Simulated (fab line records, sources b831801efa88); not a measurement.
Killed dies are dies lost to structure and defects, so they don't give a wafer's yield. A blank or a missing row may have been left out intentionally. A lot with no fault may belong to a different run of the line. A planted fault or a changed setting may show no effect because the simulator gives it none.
A lot that was struck, set against a sound lot / flow sky130 / 16 steps out of a route of 708
Sound: wafers L663.1, L663.2, L663.4. Struck: wafer L676.6. (L676.2, L676.5 of the same lot were not struck and are left out.) The cause comes at the end.
Order at every step that has rows: each side's tool, ch and its chambers, its first start. Under that, the readings that differ: sound wafers / struck wafers / difference of the means / sigmas: that difference in standard deviations of wafers without a fault.
alike: readings whose means differ by less than 2 such deviations, and words and numbers that are the same on both sides. not compared: withheld readings, readings that some wafer has no value for, bounds like >300 that may hide the same value, and numbers for which the record gives no deviation and whose values overlap.
Wherever a step has rows on one side only, a row that says differs or no value, or a row with sigmas, the two part there. Non-overlapping numbers with no deviation appear without sigmas and do not part them. Lack of a reading on every wafer of one side parts them only where that side has two or more wafers.

first, 8 steps without rows for these wafers: SKY_METAL2_DEHYDRATE_07 (time 60 s); SKY_METAL2_HMDS_08 (prime time 60 s); SKY_METAL2_COAT_09 (resist thk 60 nm); SKY_METAL2_COAT_10 (resist thk 450 nm); SKY_METAL2_SOFTBAKE_11 (time 90 s); SKY_METAL2_EXPOSE_12 (exposes mask MM2, target cd 140 nm); SKY_METAL2_PEB_13; SKY_METAL2_DEVELOP_14 (develop time 60 s).
SKY_METAL2_CD_MEAS_15 targets a cd of 140 nm.
  struck on cd_sem-01, day 39 14:29; sound on cd_sem-01, day 35 08:35
  alike: cd_nm
SKY_METAL2_OVL_MEAS_16:
  struck on overlay-01, day 39 14:35; sound on overlay-02, day 35 08:42
  alike: METAL2_OVL
SKY_METAL2_DESCUM_17: chemistry O2, time 8 s.
  sound on rie_metal-04 ch 0,1, day 35 08:44; struck on rie_metal-02 ch 1, day 39 14:37
  alike: drypump_motor_current_A, oes_product_au
  not compared: rf_hours_counter_h
SKY_METAL2_ETCH_18: etches BARC in N2/H2, stops on SiO2, time 45.9 s, target depth 60 nm.
  sound on rie_metal-04 ch 0,1, day 35 08:46; struck on rie_metal-02 ch 1, day 39 14:39
  alike: drypump_motor_current_A, oes_product_au, run_length_s, throttle_valve_pct
  not compared: rf_hours_counter_h
SKY_METAL2_METAL_ETCH_19: etches the open film in Cl2/BCl3, stops on SiO2, target depth 360 nm, time 78 s.
  sound on rie_metal-04 ch 0,1, day 35 08:50; struck on rie_metal-02 ch 1, day 39 14:43
reading=oes_product_au (a.u.); sound=0.858 0.861 0.864; struck=0.927; difference=+0.066; sigmas=+11
reading=run_length_s (s); sound=106.0 106.0 106.1; struck=101.3; difference=-4.7; sigmas=-11
reading=model.KrF-thick_of_METAL2_COAT_10.thk_nm (nm); sound=170.3 155 169.8; struck=178.9; difference=+13.9; sigmas=
  alike: drypump_motor_current_A, throttle_valve_pct
  not compared: rf_hours_counter_h
SKY_METAL2_STRIP_20: strips in O2/N2.
  sound on plasma_asher-04 ch 0,1, day 35 08:56; struck on plasma_asher-03 ch 0, day 39 14:48
reading=strip_time_to_endpoint_s (s); sound=2.82 2.66 2.82; struck=2.93; difference=+0.16; sigmas=+3
  alike: drypump_motor_current_A, oes_product_au
  not compared: rf_hours_counter_h
then, 1 step without rows for these wafers: SKY_METAL2_STRIP_21 (strips in post etch residue remover, time 1200 s).
-- the record jumps here: 10 days lie between the struck wafers' starts before and after (it left off in module METAL2 and takes up again in module PAD_OPEN, whose first step shown is number 708 of the route) --
SKY_PAD_OPEN_PROBE_99:
  struck on prober-02, day 49 07:12; sound on prober-02, day 46 01:33
  alike: defect_limited_yield, killed_at_M0_to_M3, killed_at_M4_up, killed_at_contacts, killed_at_front_end, killed_at_other, killed_dies, killed_open, killed_short, sort_bin_3_pad_short, sort_bin_5_function, sort_bin_6_memory, sort_n_pass, sort_yield_pct

WHERE THEY PART
Earliest at SKY_METAL2_METAL_ETCH_19; latest, in this record, at SKY_METAL2_STRIP_20. Later steps at which nothing parts them and some readings are alike: SKY_PAD_OPEN_PROBE_99.

WHY: what had been put in by the simulator
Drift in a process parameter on rie_metal-02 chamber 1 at SKY_METAL2_METAL_ETCH_19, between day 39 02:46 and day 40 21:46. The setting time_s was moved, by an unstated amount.
